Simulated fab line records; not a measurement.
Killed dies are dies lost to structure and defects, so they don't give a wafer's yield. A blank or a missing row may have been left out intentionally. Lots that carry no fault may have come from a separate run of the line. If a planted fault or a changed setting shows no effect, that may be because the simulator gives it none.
Chamber matching || flow sky130 || 4 sister chambers for SKY_VIA1_CMP_24 on cmp-02
The step polishes, stops on SiO2, t overpolish 15 s, target thk 0 nm. 4 wafers are shown with their chamber, then 6 later ones without.

## EACH WAFER AND ITS CHAMBER
{"wafer": "L750.6", "chamber": 3, "motor current A (A)": 11.5}
{"wafer": "L756.1", "chamber": 2, "motor current A (A)": 10.5}
{"wafer": "L756.2", "chamber": 1, "motor current A (A)": 10.7}
{"wafer": "L756.4", "chamber": 0, "motor current A (A)": 10.3}

## WAFERS WHOSE CHAMBER IS MISSING
{"wafer": "L758.1", "motor current A (A)": 11.5}
{"wafer": "L758.5", "motor current A (A)": 10.6}
{"wafer": "L758.6", "motor current A (A)": 10.1}
{"wafer": "L760.2", "motor current A (A)": 10.6}
{"wafer": "L760.3", "motor current A (A)": 11.3}
{"wafer": "L760.6", "motor current A (A)": 10.8}

## EACH ONE'S CHAMBER
{"wafer": "L758.1", "from the rows above": 3, "in truth": 3}
{"wafer": "L758.5", "from the rows above": "can't be placed: 1 or 2 or 0", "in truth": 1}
{"wafer": "L758.6", "from the rows above": "can't be placed: 0 or 2", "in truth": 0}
{"wafer": "L760.2", "from the rows above": "can't be placed: 1 or 2 or 0", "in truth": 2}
{"wafer": "L760.3", "from the rows above": 3, "in truth": 3}
{"wafer": "L760.6", "from the rows above": "can't be placed: 1 or 2", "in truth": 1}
Correctly placed: 2 of 6. Cannot be placed on the basis of these rows: 4; the candidates contain the true chamber in 4. 0 placed wrongly.
How it was worked out, from the rows above alone: a wafer's distance from a chamber is the root of the sum, over the readings, of the square of ((its reading less the chamber's mean) divided by the reading's scatter). If the next closest chamber is less than 2 further off than the closest, the wafer can't be placed; otherwise it belongs to the closest. The mean given for a chamber averages the wafers shown for that chamber. The scatter: with one shown wafer a chamber, the root of the mean of the squares of how far each hidden wafer lies from its nearest shown one.
